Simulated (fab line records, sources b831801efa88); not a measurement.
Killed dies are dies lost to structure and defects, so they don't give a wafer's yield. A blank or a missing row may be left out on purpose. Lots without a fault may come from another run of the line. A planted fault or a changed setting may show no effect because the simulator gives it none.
Which tool did it? | flow sky130 | 12 lots, 36 wafers sampled, at 5 steps of a route of 708

WHAT THE GAUGES READ, wafer by wafer
SKY_CAPM_OVL_MEAS_12.
lot  | measured     | on         | CAPM_OVL (nm)
L690 | day 37 18:39 | overlay-02 | -0.1 -0.6 -1.0
L691 | day 38 01:53 | overlay-02 | 1.7 0.4 1.9
L692 | day 38 05:15 | overlay-01 | -1.8 -0.3 -1.3
L693 | day 38 11:37 | overlay-01 | 1.3 1.6 2.3
L694 | day 38 22:31 | overlay-01 | -1.1 -1.1 -0.8
L698 | day 39 23:03 | overlay-02 | -4.1 -2.5 -1.8
L702 | day 41 06:37 | overlay-01 | -0.4 0.4 0.3
L704 | day 41 18:47 | overlay-02 | 0.9 0.5 0.6
L705 | day 42 01:26 | overlay-02 | -0.7 -1.7 -2.4
L706 | day 42 07:16 | overlay-02 | -0.7 -1.9 -1.0
L710 | day 43 11:25 | overlay-02 | -0.2 -0.4 0.0
L712 | day 43 16:49 | overlay-02 | -2.8 -2.7 -4.2

SKY_VIA3_THK_MEAS_01.
lot  | measured     | on            | VIA3_HDPCVD_THK (nm)
L690 | day 38 22:04 | film_metro-01 | 1626 1634 1629
L691 | day 39 05:16 | film_metro-02 | 1634 1616 1656
L692 | day 39 07:49 | film_metro-03 | 1628 1630 1605
L693 | day 39 14:46 | film_metro-02 | 1642 1641 1648
L694 | day 40 01:11 | film_metro-03 | 1618 1599 1620
L698 | day 41 01:28 | film_metro-03 | 1644 1666 1641
L702 | day 42 08:13 | film_metro-01 | 1635 1630 1656
L704 | day 42 20:02 | film_metro-03 | 1600 1628 1637
L705 | day 43 01:59 | film_metro-03 | 707 1618 714 707 1618 713
L706 | day 43 07:52 | film_metro-03 | 715 736 1640 713 737 1639
L710 | day 44 11:36 | film_metro-01 | 1638 1612 1621
L712 | day 44 17:13 | film_metro-03 | 1601 1609 1608

SKY_VIA3_BOW_MEAS_03.
lot  | measured     | on            | VIA3_BOW (um)
L690 | day 38 22:26 | film_metro-01 | 87 83 75
L691 | day 39 06:10 | film_metro-01 | 83 75 79
L692 | day 39 08:11 | film_metro-02 | 70 81 82
L693 | day 39 15:07 | film_metro-03 | 67 81 86
L694 | day 40 01:33 | film_metro-01 | 89 85 67
L698 | day 41 01:50 | film_metro-01 | 75 80 73
L702 | day 42 08:35 | film_metro-02 | 93 89 89
L704 | day 42 20:25 | film_metro-01 | 63 79 73
L705 | day 43 04:46 | film_metro-02 | 91 83 91
L706 | day 43 12:23 | film_metro-02 | 79 76 73
L710 | day 44 11:58 | film_metro-03 | 80 86 98
L712 | day 44 17:35 | film_metro-03 | 82 73 72

WHICH TOOL RAN EACH LOT (tool, then ch and the chambers of the sampled wafers, then the start)
lot  | SKY_VIA2_ETCH_14                   | SKY_VIA3_HDPCVD_00
L690 | rie_diel-04 ch 1,2, day 36 14:55   | hdpcvd-01 ch 0,2, day 38 21:53
L691 | rie_diel-03 ch 2,3, day 36 22:36   | hdpcvd-01 ch 1,2, day 39 05:04
L692 | rie_diel-02 ch 0,1,3, day 37 01:32 | hdpcvd-01 ch 0,1,2, day 39 07:39
L693 | rie_diel-02 ch 1,2,3, day 37 08:05 | hdpcvd-02 ch 0,1,2, day 39 14:35
L694 | rie_diel-04 ch 1,2,3, day 37 20:17 | hdpcvd-01 ch 0,1, day 40 01:01
L698 | rie_diel-03 ch 0,1,3, day 38 20:45 | hdpcvd-02 ch 0,2, day 41 01:18
L702 | rie_diel-03 ch 0,2,3, day 40 05:02 | hdpcvd-01 ch 1,2, day 42 08:03
L704 | rie_diel-04 ch 0,1, day 40 17:47   | hdpcvd-01 ch 0,1,2, day 42 19:53
L705 | rie_diel-04 ch 2,3, day 40 23:48   | hdpcvd-02 ch 0,1,2, day 43 01:49
L706 | rie_diel-02 ch 0,1,3, day 41 06:28 | hdpcvd-02 ch 0,2, day 43 07:41
L710 | rie_diel-02 ch 0,1,3, day 42 11:03 | hdpcvd-01 ch 0,1, day 44 11:26
L712 | rie_diel-02 ch 1,2,3, day 42 16:22 | hdpcvd-01 ch 1,2, day 44 17:02
- SKY_VIA2_ETCH_14: etches BARC in N2/H2, stops on SiO2, time 45.9 s, target depth 60 nm.
- SKY_VIA3_HDPCVD_00: deposits SiO2, target thk 1635 nm, time 272.5 s.

WHAT THE TOOLS THEMSELVES READ (means of the sampled wafers that have a number; where no wafer has one, the mark that the record gives instead)
SKY_VIA2_ETCH_14.
lot  | tool        | drypump_motor_current_A (A) | h2_flow_sccm (sccm) | oes_product_au (a.u.) | throttle_valve_pct (%)
L690 | rie_diel-04 | 6.2                         | 200.3               | 0.850                 | 13.232
L691 | rie_diel-03 | 5.4                         | 200.2               | 0.857                 | 13.216
L692 | rie_diel-02 | 6.3                         | 200.0               | 0.853                 | 13.229
L693 | rie_diel-02 | 5.9                         | 199.9               | 0.855                 | 13.232
L694 | rie_diel-04 | 6.0                         | 199.5               | 0.857                 | 13.218
L698 | rie_diel-03 | 5.8                         | 199.7               | 0.849                 | 13.218
L702 | rie_diel-03 | 5.7                         | 199.4               | 0.854                 | 13.233
L704 | rie_diel-04 | 6.5                         | 200.7               | 0.851                 | 13.233
L705 | rie_diel-04 | 5.8                         | 199.9               | 0.851                 | 13.220
L706 | rie_diel-02 | 6.3                         | 199.5               | 0.859                 | 13.224
L710 | rie_diel-02 | 6.3                         | 200.0               | 0.848                 | 13.225
L712 | rie_diel-02 | 6.0                         | 200.0               | 0.854                 | 13.224

SKY_VIA3_HDPCVD_00.
lot  | tool      | run_length_s (s)
L690 | hdpcvd-01 | 300.4
L691 | hdpcvd-01 | 300.6
L692 | hdpcvd-01 | 300.0
L693 | hdpcvd-02 | 300.7
L694 | hdpcvd-01 | 300.3
L698 | hdpcvd-02 | 300.8
L702 | hdpcvd-01 | 300.3
L704 | hdpcvd-01 | 300.2
L705 | hdpcvd-02 | 198.7
L706 | hdpcvd-02 | 198.9
L710 | hdpcvd-01 | 299.8
L712 | hdpcvd-01 | 300.3

THE ANSWER, worked out from the rows above alone
Rule: what is usual is taken from the lots themselves. Put in order of their means at a reading, lots are off if they are a third of the lots or fewer, leave a main group of 4 or more, and stand apart from it by a gap of 3 or more times the standard deviation of the main group's means; of several such gaps the widest counts. A main group whose means are all the same, to the digits that the tables above print for the reading, isn't used. A lot without any number at a reading at which 4 lots or more have one is off too. The other lots that the step has rows for count as sound. The gauges are gone through in route order, then the tools' own readings, and for those a lot's mean is taken as printed above. The first step at which some lot is off is used, and at that step the reading that is off furthest; a lot without a number counts as furthest.
Off: L705, L706, at SKY_VIA3_THK_MEAS_01 (VIA3_HDPCVD_THK). The main group: mean 1628 nm, standard deviation 13.
A tool fits if, at a process step before that reading, it ran every lot that is off, and no sound lot after the first of them. The gauges at SKY_VIA3_THK_MEAS_01 aren't tried: what is off there is off at SKY_VIA3_HDPCVD_00 too, on other tools, and a gauge's error can't cause that. One fits: hdpcvd-02 at SKY_VIA3_HDPCVD_00. Its last sound lot is L698 (day 41 01:18), its first lot that is off L705 (day 43 01:49): a fault that began between those two fits.
The tool's own readings at SKY_VIA3_HDPCVD_00 bear it out: on the lots that are off they differ by more than 5 times the standard deviation of the sound lots' means. run_length_s reads 198.8 s there against 300.3 s on the sound lots.

WHAT THE SIMULATOR HAD PUT IN
Process parameter drift: hdpcvd-02, from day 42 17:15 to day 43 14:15, at SKY_VIA3_HDPCVD_00. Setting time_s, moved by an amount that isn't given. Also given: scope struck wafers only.
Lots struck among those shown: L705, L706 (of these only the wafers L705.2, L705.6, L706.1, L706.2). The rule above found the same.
